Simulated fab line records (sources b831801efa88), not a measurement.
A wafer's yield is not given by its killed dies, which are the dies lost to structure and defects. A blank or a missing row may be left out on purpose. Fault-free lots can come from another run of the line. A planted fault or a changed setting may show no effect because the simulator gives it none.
fab line records	flow sky130
record: lots: 7	wafers: 21	last-day: 50
route steps=708 shown VIA4@640 PAD_OPEN@708
lots that met no fault: taken from a fault-free run of the same line
start-h: the number of hours between the record's first day and the start of the first shown wafer of the lot	wait-h: how many hours have passed since the lot's step before this one	" identical to the entry in the row above	L1.1+2: several wafers, shown together as one row	- either no value or no given start	* or withheld: withheld	< > ~ a bound
route shown NAME@n: NAME is a module with steps in the file, n the number in the route of the first one	usual: mean/standard deviation of fault-free wafers	same: alike in all rows	chamber/n: place in a boat	sites: each site's reading	_std_site: standard deviation across them	_edge_site: mean of outer sites minus mean of inner sites	radius-mm: how far each site lies from the wafer's centre	mask NAME#n: copy n	behind: tool/chamber where the wafer was last shaped	hold: the reason the lot was held/the length of the hold in hours/how it ended	device: whichever transistor did not switch (one of n, p or np)	end of line: tests of these same wafers at the route's end	a step with no rows: only its recipe	killed: the dies lost at the first sort to structure and to defects; this is not the yield of the wafer	map: the dies of a wafer, with x for killed, . for not killed, _ for no die there
set.NAME: the setting the step ran with; set.NAME@STEP: the setting that earlier step ran with	model.NAME: the simulator's own value behind a step, which no gauge read
lots at selected steps of the route; one table per step, one row per wafer
services: from which hour (start-h, from the record's first day; less than 0 if before it) a tool's chamber was out of use, for how many hours, and why
== steps ==
step: SKY_VIA4_THK_MEAS_01
recipe: reads: SiO2_of_VIA4_HDPCVD_00
usual: VIA4_HDPCVD_THK: 1750/16
lot.wafer	tool	chamber	start-h	wait-h	VIA4_HDPCVD_THK[nm]
L371.1	film-metro-03	-	993.49	0.1	1724
L371.3	"	-	"	"	1727
L371.5	"	-	"	"	1742
L377.1	film-metro-03	-	1040.61	0.1	1747
L377.4	"	-	"	"	1752
L377.6	"	-	"	"	1734
L381.2	film-metro-04	-	1060.08	0.1	1745
L381.5	"	-	"	"	1730
L381.6	"	-	"	"	1749
L382.4	film-metro-04	-	1071.79	0.0	1754
L382.5	"	-	"	"	1747
L382.6	"	-	"	"	1755
L383.2	film-metro-04	-	1071.86	0.1	1746
L383.3	"	-	"	"	1751
L383.5	"	-	"	"	1755
L391.1	film-metro-03	-	1118.20	0.1	1771
L391.4	"	-	"	"	1754
L391.6	"	-	"	"	1794
L392.2	film-metro-03	-	1122.52	0.1	1763
L392.3	"	-	"	"	1766
L392.4	"	-	"	"	1767
step: SKY_VIA4_CMP_02
recipe: material: SiO2	down-force-psi: 4	platen-rpm: 60	pad-velocity-m-s: 0.94248
usual: edge-zone-pressure-frac: 0.999/0.005	motor-current-A: 12.0/1
lot.wafer	tool	chamber	start-h	wait-h	edge-zone-pressure-frac	motor-current-A
L371.3	cmp-01	3	993.61	0.1	1.000	12.2
L371.1	"	1	"	"	1.001	11.5
L371.5	"	3	"	"	0.997	13.0
L377.1	cmp-01	2	1040.72	0.1	1.006	12.3
L377.4	"	0	"	"	1.001	12.6
L377.6	"	2	"	"	1.001	11.9
L381.2	cmp-01	2	1060.13	0.0	1.004	12.1
L381.6	"	2	"	"	1.002	12.8
L381.5	"	3	"	"	0.996	12.5
L382.4	cmp-01	3	1071.82	0.0	0.997	12.3
L382.5	"	3	"	"	0.996	13.5
L382.6	"	0	"	"	0.992	13.2
L383.3	cmp-02	3	1071.91	0.0	0.994	10.5
L383.2	"	2	"	"	1.007	11.1
L383.5	"	0	"	"	1.000	11.1
L391.1	cmp-01	2	1118.91	0.7	0.998	12.3
L391.4	"	3	"	"	1.002	12.9
L391.6	"	1	"	"	0.994	11.1
L392.3	cmp-01	1	1123.61	1.1	0.995	11.1
L392.4	"	2	"	"	0.994	11.8
L392.2	"	3	"	"	0.999	12.7
step: SKY_VIA4_BOW_MEAS_03
recipe: mode: bow
usual: VIA4_BOW: 80/8.3
lot.wafer	tool	chamber	start-h	wait-h	VIA4_BOW[um]
L371.1	film-metro-01	-	993.86	0.1	75
L371.3	"	-	"	"	73
L371.5	"	-	"	"	66
L377.1	film-metro-03	-	1040.97	0.2	81
L377.4	"	-	"	"	79
L377.6	"	-	"	"	77
L381.2	film-metro-03	-	1060.45	0.3	73
L381.5	"	-	"	"	74
L381.6	"	-	"	"	98
L382.4	film-metro-03	-	1072.18	0.3	86
L382.5	"	-	"	"	78
L382.6	"	-	"	"	105
L383.2	film-metro-01	-	1072.23	0.1	86
L383.3	"	-	"	"	82
L383.5	"	-	"	"	78
L391.1	film-metro-03	-	1119.11	0.1	74
L391.4	"	-	"	"	90
L391.6	"	-	"	"	98
L392.2	film-metro-03	-	1123.93	0.2	75
L392.3	"	-	"	"	73
L392.4	"	-	"	"	84
step: SKY_VIA4_DEHYDRATE_04
recipe: temp-c: 200	time-s: 60
step: SKY_VIA4_HMDS_05
recipe: prime-time-s: 60	prime-temp-c: 120
step: SKY_VIA4_COAT_06
recipe: resist: NOVOLAK	spin-rpm: 3000	resist-thk-nm: 1140
step: SKY_VIA4_SOFTBAKE_07
recipe: temp-c: 90	time-s: 60	resist: NOVOLAK
step: SKY_VIA4_EXPOSE_08
recipe: mask-id: VIM4	na: 0.6	source-shape: conventional	sigma-outer: 0.6	polarization: unpolarized	target-cd-nm: 800	dose-mj: 132
step: SKY_VIA4_PEB_09
recipe: temp-c: withheld	time-s: *	resist: NOVOLAK
step: SKY_VIA4_DEVELOP_10
recipe: resist: NOVOLAK	developer: TMAH	develop-time-s: 60	dev-temp-c: 23
step: SKY_VIA4_OVL_MEAS_11
usual: VIA4_OVL: -1.0/1.6
lot.wafer	tool	chamber	start-h	wait-h	VIA4_OVL[nm]
L371.1	overlay-02	-	1016.48	0.1	-1.4
L371.3	"	-	"	"	-1.0
L371.5	"	-	"	"	-0.5
L377.1	overlay-01	-	1062.40	0.1	-0.8
L377.4	"	-	"	"	0.2
L377.6	"	-	"	"	1.2
L381.2	overlay-02	-	1081.00	0.1	-2.4
L381.5	"	-	"	"	-3.0
L381.6	"	-	"	"	-1.2
L382.4	overlay-01	-	1091.85	0.1	-1.3
L382.5	"	-	"	"	-1.5
L382.6	"	-	"	"	-1.0
L383.2	overlay-01	-	1092.25	0.1	0.2
L383.3	"	-	"	"	-2.9
L383.5	"	-	"	"	-2.9
L391.1	overlay-01	-	1137.83	0.1	0.1
L391.4	"	-	"	"	-1.7
L391.6	"	-	"	"	-1.1
L392.2	overlay-02	-	1142.80	0.1	-1.6
L392.3	"	-	"	"	-1.7
L392.4	"	-	"	"	-2.9
step: SKY_VIA4_ETCH_12
recipe: target: SiO2	chemistry: C4F8/O2/Ar	stop-on: TiN	mask-material: NOVOLAK	source-w: 1500	bias-w: 1200	pressure-mtorr: 40	c4f8-flow-sccm: withheld	O2_flow_sccm: 6	Ar_flow_sccm: 300	time-s: withheld	target-depth-a: 5800
usual: oes-product-au: 0.926/0.0044
lot.wafer	tool	chamber	start-h	wait-h	oes-product-au
L371.1	rie-diel-01	2	1016.52	0.0	0.920
L371.3	"	0	"	"	0.922
L371.5	"	1	"	"	0.927
L377.1	rie-diel-01	2	1062.43	0.0	0.927
L377.4	"	0	"	"	0.938
L377.6	"	1	"	"	0.929
L381.2	rie-diel-01	3	1081.03	0.0	0.930
L381.5	"	0	"	"	0.919
L381.6	"	1	"	"	0.919
L382.4	rie-diel-04	3	1091.87	0.0	0.925
L382.5	"	2	"	"	0.919
L382.6	"	1	"	"	0.930
L383.2	rie-diel-03	2	1092.28	0.0	0.920
L383.3	"	3	"	"	0.926
L383.5	"	0	"	"	0.927
L391.1	rie-diel-01	1	1137.87	0.0	0.931
L391.4	"	3	"	"	0.924
L391.6	"	3	"	"	0.938
L392.2	rie-diel-04	3	1142.83	0.0	0.925
L392.3	"	2	"	"	0.928
L392.4	"	0	"	"	0.930
step: SKY_VIA4_STRIP_13
recipe: chemistry: O2/N2	power-w: 1400	pressure-mtorr: 1500	platen-temp-c: withheld	o2-flow-sccm: 3000	n2-flow-sccm: 300	overash-fraction: 0.5
usual: chamber-pressure-mTorr: 1500.0/1.2	drypump-motor-current-A: 5.91/0.22	oes-product-au: 0.710/0.0048	overash-fraction: 0.5/0	strip-time-to-endpoint-s: 12.797/0.025
lot.wafer	tool	chamber	start-h	wait-h	chamber-pressure-mTorr	drypump-motor-current-A	oes-product-au	overash-fraction	rf-hours-counter-h	strip-time-to-endpoint-s	model.NOVOLAK_of_VIA4_COAT_06.thk-nm
L371.1	plasma-asher-04	0	1016.59	-	1501.1	5.75	0.710	0.5	88	12.831	0
L371.3	"	0	"	"	1500.9	5.75	0.707	0.5	-	12.756	0
L371.5	"	1	"	"	1499.9	5.77	0.717	0.5	-	12.839	0
L377.1	plasma-asher-01	1	1062.51	-	1500.1	5.91	0.715	0.5	60	12.795	0
L377.4	"	0	"	"	1501.5	6.11	0.711	0.5	-	12.817	0
L377.6	"	0	"	"	1499.0	6.12	0.715	0.5	-	12.811	0
L381.2	plasma-asher-02	1	1081.11	-	-	-	-	-	-	-	1004
L381.5	"	0	"	"	-	-	-	-	-	-	1004
L381.6	"	1	"	"	-	-	-	-	-	-	1001
L382.4	plasma-asher-04	1	1091.97	-	-	-	-	-	-	-	1005
L382.5	"	0	"	"	-	-	-	-	-	-	1008
L382.6	"	1	"	"	-	-	-	-	-	-	1011
L383.2	plasma-asher-02	0	1092.36	-	-	-	-	-	-	-	1008
L383.3	"	0	"	"	-	-	-	-	-	-	1005
L383.5	"	0	"	"	-	-	-	-	-	-	1009
L391.1	plasma-asher-01	0	1137.94	-	1497.3	6.11	0.717	0.5	67	12.769	0
L391.4	"	0	"	"	1499.3	6.12	0.712	0.5	-	12.813	0
L391.6	"	1	"	"	1501.3	5.91	0.719	0.5	-	12.761	0
L392.2	plasma-asher-01	1	1142.91	-	1501.6	5.90	0.709	0.5	68	12.826	0
L392.3	"	1	"	"	1500.0	5.92	0.703	0.5	-	12.800	0
L392.4	"	0	"	"	1499.8	6.12	0.704	0.5	-	12.773	0
step: SKY_VIA4_STRIP_14
recipe: chemistry: post-etch-residue-remover	time-s: 1200	temp-c: 72.5
step: SKY_PAD_OPEN_PROBE_99
usual: defect-limited-yield: 82.2/2.1	killed_at_M0_to_M3: 43/8	killed_at_M4_up: 2.9/1.6	killed-at-contacts: 26/5.2	killed-at-front-end: 15/4.3	killed-at-other: 0.3/0.56	killed-dies: 87/10	killed-on-rim: 17/3.7	killed-open: 48/6.9	killed-short: 40/6.5	sort_bin_3_pad_short: 0.9/0.36	sort_bin_5_function: 10.5/1.5	sort_bin_6_memory: 6.4/1.3	sort-n-pass: 405/10	sort-yield-pct: 82.2/2.1
same: gross-dies: 492	killed-at-back-side: 0	sort_bin_4_leakage[%]: 0	sort_bin_8_speed[%]: 0
lot.wafer	tool	chamber	start-h	wait-h	defect-limited-yield[%]	killed_at_M0_to_M3	killed_at_M4_up	killed-at-contacts	killed-at-front-end	killed-at-other	killed-dies	killed-on-rim	killed-open	killed-short	sort_bin_3_pad_short[%]	sort_bin_5_function[%]	sort_bin_6_memory[%]	sort-n-pass	sort-yield-pct[%]
L371.1	prober-02	-	1087.50	0.1	80.9	51	1	29	12	1	94	18	63	31	1.0	11.2	6.9	398	80.9
L371.3	prober-02	-	1087.60	0.2	85.0	35	1	21	17	0	74	13	32	42	0.6	9.3	5.1	418	85.0
L371.5	prober-02	-	1087.70	0.2	77.8	58	3	34	14	0	109	22	68	41	0.8	12.4	8.9	383	77.8
L377.1	prober-01	-	1127.79	0.1	80.5	54	3	24	15	0	96	19	50	46	1.4	11.6	6.5	396	80.5
L377.4	prober-01	-	1127.94	0.2	81.7	47	3	22	17	1	90	16	51	39	1.0	10.0	7.3	402	81.7
L377.6	prober-01	-	1128.04	0.2	79.3	49	6	34	13	0	102	21	59	43	0.8	12.4	7.5	390	79.3
L381.2	prober-01	-	1144.36	0.1	1.0	13	470	2	2	0	487	95	9	9	25.6	71.1	2.2	5	1.0
L381.5	prober-01	-	1144.51	0.2	1.0	6	471	7	3	0	487	94	9	8	24.6	72.6	1.8	5	1.0
L381.6	prober-01	-	1144.56	0.2	0.2	9	476	4	2	0	491	96	7	9	22.2	75.4	2.2	1	0.2
L382.4	prober-02	-	1154.74	0.2	0.6	14	469	4	2	0	489	96	10	11	23.8	73.8	1.8	3	0.6
L382.5	prober-02	-	1154.79	0.2	0.4	12	467	6	5	0	490	96	13	10	23.6	72.4	3.7	2	0.4
L382.6	prober-02	-	1154.84	0.2	0.2	7	473	7	4	0	491	95	7	11	27.8	69.3	2.6	1	0.2
L383.2	prober-02	-	1154.94	0.3	0.6	7	472	6	4	0	489	96	8	10	25.2	72.0	2.2	3	0.6
L383.3	prober-02	-	1154.99	0.3	0.4	9	470	9	2	0	490	96	16	4	28.0	69.5	2.0	2	0.4
L383.5	prober-02	-	1155.09	0.4	0.2	7	477	6	1	0	491	96	11	4	20.3	77.8	1.6	1	0.2
L391.1	prober-01	-	1195.00	0.1	85.6	41	3	17	10	0	71	15	46	25	1.2	7.9	5.3	421	85.6
L391.4	prober-01	-	1195.15	0.2	78.5	48	5	30	23	0	106	20	58	48	0.8	14.6	6.1	386	78.5
L391.6	prober-01	-	1195.25	0.2	80.7	38	1	35	21	0	95	17	51	44	0.6	9.8	8.9	397	80.7
L392.2	prober-02	-	1197.96	0.1	84.6	27	5	26	18	0	76	15	41	35	1.0	8.9	5.5	416	84.6
L392.3	prober-02	-	1198.01	0.2	82.7	45	5	21	14	0	85	21	47	38	1.2	9.8	6.3	407	82.7
L392.4	prober-02	-	1198.06	0.2	79.9	51	3	30	15	0	99	15	55	44	0.8	12.4	6.9	393	79.9
killed by level:class
L371.1 CONTACT:geometric-particle:open=15 VIA1:geometric-particle:open=10 VIA2:geometric-particle:open=9 VIA3:geometric-particle:open=8 METAL2:geometric-particle:short=7 FIELD_ISO:geometric-particle:open=6 LI_CONTACT:geometric-particle:open=6 CONTACT:geometric-particle:short=4
L371.3 CONTACT:geometric-particle:open=9 VIA1:geometric-particle:open=9 VIA1:geometric-particle:short=6 SPACER:geometric-particle:short=5 FIELD_ISO:geometric-particle:short=5 POLY_GATE:geometric-particle:short=4 LI_CONTACT:geometric-particle:open=4 CONTACT:geometric-particle:short=4
L371.5 VIA3:geometric-particle:open=14 CONTACT:geometric-particle:open=13 VIA1:geometric-particle:open=11 METAL2:geometric-particle:short=10 LI_CONTACT:geometric-particle:open=8 VIA2:geometric-particle:open=6 FIELD_ISO:geometric-particle:open=5 LOCAL_INTERCONNECT:geometric-particle:short=5
L377.1 VIA1:geometric-particle:open=12 LI_CONTACT:geometric-particle:open=8 METAL1:geometric-particle:short=8 CONTACT:geometric-particle:open=8 VIA1:geometric-particle:short=8 VIA2:geometric-particle:open=8 VIA3:geometric-particle:open=6 METAL3:geometric-particle:short=5
L377.4 CONTACT:geometric-particle:open=10 VIA1:geometric-particle:open=9 METAL1:geometric-particle:short=8 LI_CONTACT:geometric-particle:open=8 VIA2:geometric-particle:open=6 POLY_GATE:geometric-particle:open=5 POLY_GATE:geometric-particle:short=5 METAL2:geometric-particle:short=5
L377.6 VIA1:geometric-particle:open=15 CONTACT:geometric-particle:open=14 METAL1:geometric-particle:short=10 LI_CONTACT:geometric-particle:open=8 CONTACT:geometric-particle:short=7 METAL4:geometric-particle:short=6 POLY_GATE:geometric-particle:open=5 VIA2:geometric-particle:open=5
L381.2 VIA4:plasma-strip-residue=469 VIA1:geometric-particle:open=3 METAL3:geometric-particle:short=3 FIELD_ISO:geometric-particle:short=2 LI_CONTACT:geometric-particle:open=2 VIA1:geometric-particle:short=2 VIA2:geometric-particle:open=2 METAL2:geometric-particle:short=1
L381.5 VIA4:plasma-strip-residue=470 VIA3:geometric-particle:open=2 LI_CONTACT:geometric-particle:open=2 CONTACT:geometric-particle:open=2 VIA1:geometric-particle:short=2 FIELD_ISO:geometric-particle:short=1 POLY_GATE:geometric-particle:open=1 POLY_GATE:geometric-particle:short=1
L381.6 VIA4:plasma-strip-residue=475 CONTACT:geometric-particle:short=3 METAL1:geometric-particle:short=2 VIA1:geometric-particle:open=2 VIA3:geometric-particle:open=2 FIELD_ISO:geometric-particle:open=1 FIELD_ISO:geometric-particle:short=1 CONTACT:geometric-particle:open=1
L382.4 VIA4:plasma-strip-residue=468 FIELD_ISO:geometric-particle:open=2 LOCAL_INTERCONNECT:geometric-particle:short=2 METAL1:geometric-particle:short=2 VIA1:geometric-particle:short=2 VIA1:geometric-particle:open=2 METAL2:geometric-particle:short=2 VIA2:geometric-particle:open=2
L382.5 VIA4:plasma-strip-residue=467 CONTACT:geometric-particle:short=3 CONTACT:geometric-particle:open=3 VIA2:geometric-particle:open=3 FIELD_ISO:geometric-particle:short=2 FIELD_ISO:geometric-particle:open=2 VIA3:geometric-particle:open=2 VIA1:geometric-particle:open=2
L382.6 VIA4:plasma-strip-residue=473 POLY_GATE:geometric-particle:short=3 VIA1:geometric-particle:short=3 LI_CONTACT:geometric-particle:open=2 LOCAL_INTERCONNECT:geometric-particle:short=2 CONTACT:geometric-particle:short=2 POLY_GATE:geometric-particle:open=1 CONTACT:geometric-particle:open=1
L383.2 VIA4:plasma-strip-residue=471 LI_CONTACT:geometric-particle:open=4 FIELD_ISO:geometric-particle:open=3 VIA1:geometric-particle:short=3 FIELD_ISO:geometric-particle:short=1 LI_CONTACT:geometric-particle:short=1 CONTACT:geometric-particle:short=1 VIA1:geometric-particle:open=1
L383.3 VIA4:plasma-strip-residue=470 VIA2:geometric-particle:open=4 LI_CONTACT:geometric-particle:open=3 CONTACT:geometric-particle:open=3 POLY_GATE:geometric-particle:open=2 CONTACT:geometric-particle:short=2 VIA3:geometric-particle:open=2 LOCAL_INTERCONNECT:geometric-particle:short=1
L383.5 VIA4:plasma-strip-residue=476 LI_CONTACT:geometric-particle:open=3 CONTACT:geometric-particle:open=2 POLY_GATE:geometric-particle:open=1 LOCAL_INTERCONNECT:geometric-particle:short=1 VIA3:geometric-particle:open=1 METAL1:geometric-particle:short=1 VIA1:geometric-particle:short=1
L391.1 CONTACT:geometric-particle:open=10 VIA1:geometric-particle:open=7 VIA3:geometric-particle:open=6 VIA1:geometric-particle:short=5 LI_CONTACT:geometric-particle:open=5 METAL1:geometric-particle:short=5 VIA2:geometric-particle:open=5 FIELD_ISO:geometric-particle:open=4
L391.4 CONTACT:geometric-particle:open=10 VIA1:geometric-particle:open=10 VIA3:geometric-particle:open=10 VIA2:geometric-particle:open=7 LI_CONTACT:geometric-particle:open=6 POLY_GATE:geometric-particle:short=5 POLY_GATE:geometric-particle:open=5 LOCAL_INTERCONNECT:geometric-particle:short=5
L391.6 LI_CONTACT:geometric-particle:open=10 CONTACT:geometric-particle:open=9 CONTACT:geometric-particle:short=7 VIA3:geometric-particle:open=7 POLY_GATE:geometric-particle:short=6 LOCAL_INTERCONNECT:geometric-particle:short=6 VIA2:geometric-particle:open=6 POLY_GATE:geometric-particle:open=5
L392.2 VIA1:geometric-particle:open=11 LI_CONTACT:geometric-particle:open=7 FIELD_ISO:geometric-particle:open=6 LOCAL_INTERCONNECT:geometric-particle:short=6 CONTACT:geometric-particle:open=6 FIELD_ISO:geometric-particle:short=5 CONTACT:geometric-particle:short=5 METAL1:geometric-particle:short=4
L392.3 LI_CONTACT:geometric-particle:open=10 VIA1:geometric-particle:open=8 VIA1:geometric-particle:short=7 VIA3:geometric-particle:open=6 CONTACT:geometric-particle:short=5 METAL1:geometric-particle:short=5 VIA2:geometric-particle:open=5 METAL2:geometric-particle:short=5
L392.4 VIA1:geometric-particle:open=14 CONTACT:geometric-particle:open=10 LI_CONTACT:geometric-particle:open=9 METAL1:geometric-particle:short=7 METAL2:geometric-particle:short=6 VIA2:geometric-particle:open=6 FIELD_ISO:geometric-particle:short=5 CONTACT:geometric-particle:short=5
map L381.6 (x killed, . not)
__________xxxxxxxxxx_________
________xxxxxxxxxxxxxx_______
______xxxxxxxxxxxxxxxxxx_____
_____xxxxxxxxxxxxxxxxxxxx____
____xxxxxxxxxxxxxxxxxxxxxx___
___xxxxxxxxxxxxxxxxxxxxxxxx__
__xxxxxxxxxxxxxxxxxxxxxxxxxx_
_xxxxxxxxxxxxxxxxxxxxxxxxxxxx
_xxxxxxxxxxxxxxxxxxxxx.xxxxxx
_xxxxxxxxxxxxxxxxxxxxxxxxxxxx
_xxxxxxxxxxxxxxxxxxxxxxxxxxxx
_xxxxxxxxxxxxxxxxxxxxxxxxxxxx
_xxxxxxxxxxxxxxxxxxxxxxxxxxxx
_xxxxxxxxxxxxxxxxxxxxxxxxxxxx
_xxxxxxxxxxxxxxxxxxxxxxxxxxxx
__xxxxxxxxxxxxxxxxxxxxxxxxxx_
___xxxxxxxxxxxxxxxxxxxxxxxx__
____xxxxxxxxxxxxxxxxxxxxxx___
_____xxxxxxxxxxxxxxxxxxxx____
______xxxxxxxxxxxxxxxxxx_____
________xxxxxxxxxxxxxx_______
__________xxxxxxxxxx_________
map L382.6 (x killed, . not)
__________xxxxxxxxxx_________
________xxxxxxxxxxxxxx_______
______xxxxxxxxxxxxxxxxxx_____
_____xxxxxxxxxxxxxxxxxxxx____
____xxxxxxxxxxxxxxxxxxxxxx___
___xxxxxxxxxxxxxxxxxxxxxxxx__
__xxxxxxxxxxxxxxxxxxxxxxxxxx_
_xxxxxxxxxxxxxxxxxxxxxxxxxxxx
_xxxxxxxxxxxxxxxxxxxxxxxxxxxx
_xxxxxxxxxxxxxxxxxxxxxxxxxxxx
_xxxxxxxxxxxxxxxxxxxxxxxxxxxx
_xxxxxxxxxxxxxxxxxxxxxxxxxxxx
_xxxxxxxxxxxxxxxxxxxxxxxxxxxx
_xxxxxxxxxxxxxxxxxxxxxxxxxxxx
_xxxxxxxxxxxxxxxxxxxxxxxxxxxx
__xxxxxxxxxxxxxxxxxxxxxxxxxx_
___xxxxxxxxxxxxxxxxxxxxxxxx__
____xxxxxxxxxxxxxxxxxxxxxx___
_____xxxxxxxxxxxxxxxxxx.x____
______xxxxxxxxxxxxxxxxxx_____
________xxxxxxxxxxxxxx_______
__________xxxxxxxxxx_________
== services ==
tool	chamber	start-h	hours	kind
rie-diel-04	0	971.30	17.9	repair
cmp-02	-	975.00	0.6	repair
rie-diel-04	3	983.01	36.8	repair
rie-diel-03	2	984.99	-	clean
plasma-asher-01	-	986.96	5.2	repair
cmp-01	-	1001.60	0.6	repair
cmp-01	-	1003.63	0.8	repair
plasma-asher-01	-	1004.01	12.9	pm
plasma-asher-02	-	1016.52	2.8	pm
plasma-asher-01	-	1024.75	1.3	repair
cmp-01	-	1030.64	0.8	repair
cmp-01	-	1053.99	0.3	repair
cmp-01	-	1054.85	2.2	repair
rie-diel-01	2	1065.70	4.2	repair
cmp-02	-	1080.23	5.8	pm
cmp-01	-	1084.27	4.0	pm
cmp-01	-	1085.97	0.5	repair
cmp-02	-	1086.95	5.6	repair
cmp-01	-	1088.27	-	consumable-replace:conditioner
cmp-01	-	1088.27	-	consumable-replace:pad
rie-diel-04	1	1094.93	32.2	repair
rie-diel-04	-	1095.36	0.6	repair
cmp-02	-	1098.81	0.4	repair
cmp-02	-	1116.61	8.0	repair
== key ==
first-sign: step: SKY_VIA4_STRIP_13	reading: tool-record	direction: missing
effect: step: SKY_PAD_OPEN_PROBE_99	reading: killed_at_M4_up	direction: up	sigmas: 99+	usual: 2.9	struck: 471.7
model-effect: step: SKY_VIA4_STRIP_13	value: NOVOLAK_of_VIA4_COAT_06.thk-nm	without: 0	struck: 1006
met-at SKY_VIA4_STRIP_13
struck-wafers L381.2,L381.5,L381.6,L382.4,L382.5,L382.6,L383.2,L383.3,L383.5
later-rows-left-out L381.2,L381.5,L381.6,L382.4,L382.5,L382.6,L383.2,L383.3,L383.5
onset-between 1016.59 1081.11
fault: kind: skipped-step-whole	tool: plasma-asher-02,plasma-asher-04	chamber: -	onset-h: 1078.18	steps: SKY_VIA4_STRIP_13	scope: struck-lots-only
later-rows-left-out: the simulator's readings of these wafers behind a module that went badly wrong aren't trusted and aren't shown, but for the sort
